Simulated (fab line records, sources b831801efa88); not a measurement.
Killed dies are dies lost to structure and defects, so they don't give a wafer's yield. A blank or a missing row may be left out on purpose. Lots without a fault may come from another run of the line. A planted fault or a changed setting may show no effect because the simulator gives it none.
Which tool did it? | flow gf180mcu | 6 lots, 17 wafers sampled, at 3 steps of a route of 602

WHAT THE GAUGES READ, wafer by wafer
GF_V5_THK_MEAS_03.
lot  | measured     | on            | V5_CVD_02_THK (nm)
L449 | day 26 16:51 | film_metro-02 | 1463 1429 1454
L452 | day 27 16:13 | film_metro-02 | 1451 1439 1486
L456 | day 28 20:55 | film_metro-02 | 1454 1487 1444
L458 | day 29 14:37 | film_metro-04 | 1422 1428 1446
L463 | day 30 20:47 | film_metro-04 | 1499 1535 1557
L468 | day 32 05:31 | film_metro-01 | 1431 1429

WHICH TOOL RAN EACH LOT (tool, then ch and the chambers of the sampled wafers, then the start)
lot  | GF_V3_CVD_23                  | GF_V5_CVD_02
L449 | cvd_w-01 ch 0,1, day 22 19:45 | pecvd-04 ch 0,1,2, day 26 16:39
L452 | cvd_w-02 ch 0,1, day 23 21:17 | pecvd-04 ch 1,2, day 27 16:07
L456 | cvd_w-01 ch 1, day 25 06:16   | pecvd-01 ch 0,1,2, day 28 20:48
L458 | cvd_w-01 ch 0,1, day 26 02:19 | pecvd-04 ch 0,1,2, day 29 14:30
L463 | cvd_w-01 ch 0,1, day 27 10:57 | pecvd-04 ch 0,2, day 30 20:41
L468 | cvd_w-01 ch 0,1, day 28 23:43 | pecvd-03 ch 1,2, day 32 05:25
- GF_V3_CVD_23: deposits W, target thk 350 nm, time 104.9 s.
- GF_V5_CVD_02: deposits SiO2 from TEOS, target thk 1450 nm, time 163.28 s.

THE ANSWER, worked out from the rows above alone
Rule: what is usual is taken from the lots themselves. Put in order of their means at a reading, lots are off if they are a third of the lots or fewer, leave a main group of 4 or more, and stand apart from it by a gap of 3 or more times the standard deviation of the main group's means; of several such gaps the widest counts. A main group whose means are all the same, to the digits that the tables above print for the reading, isn't used. A lot without any number at a reading at which 4 lots or more have one is off too. The other lots that the step has rows for count as sound.
Off: L463, at GF_V5_THK_MEAS_03 (V5_CVD_02_THK). The main group: mean 1446 nm, standard deviation 13.
A tool fits if, at a process step before that reading, it ran every lot that is off, and no sound lot after the first of them. The gauges at GF_V5_THK_MEAS_03 are tried like those tools. Can't be told from this: 2 tools fit, pecvd-04 at GF_V5_CVD_02, film_metro-04 at GF_V5_THK_MEAS_03.

WHAT THE SIMULATOR HAD PUT IN
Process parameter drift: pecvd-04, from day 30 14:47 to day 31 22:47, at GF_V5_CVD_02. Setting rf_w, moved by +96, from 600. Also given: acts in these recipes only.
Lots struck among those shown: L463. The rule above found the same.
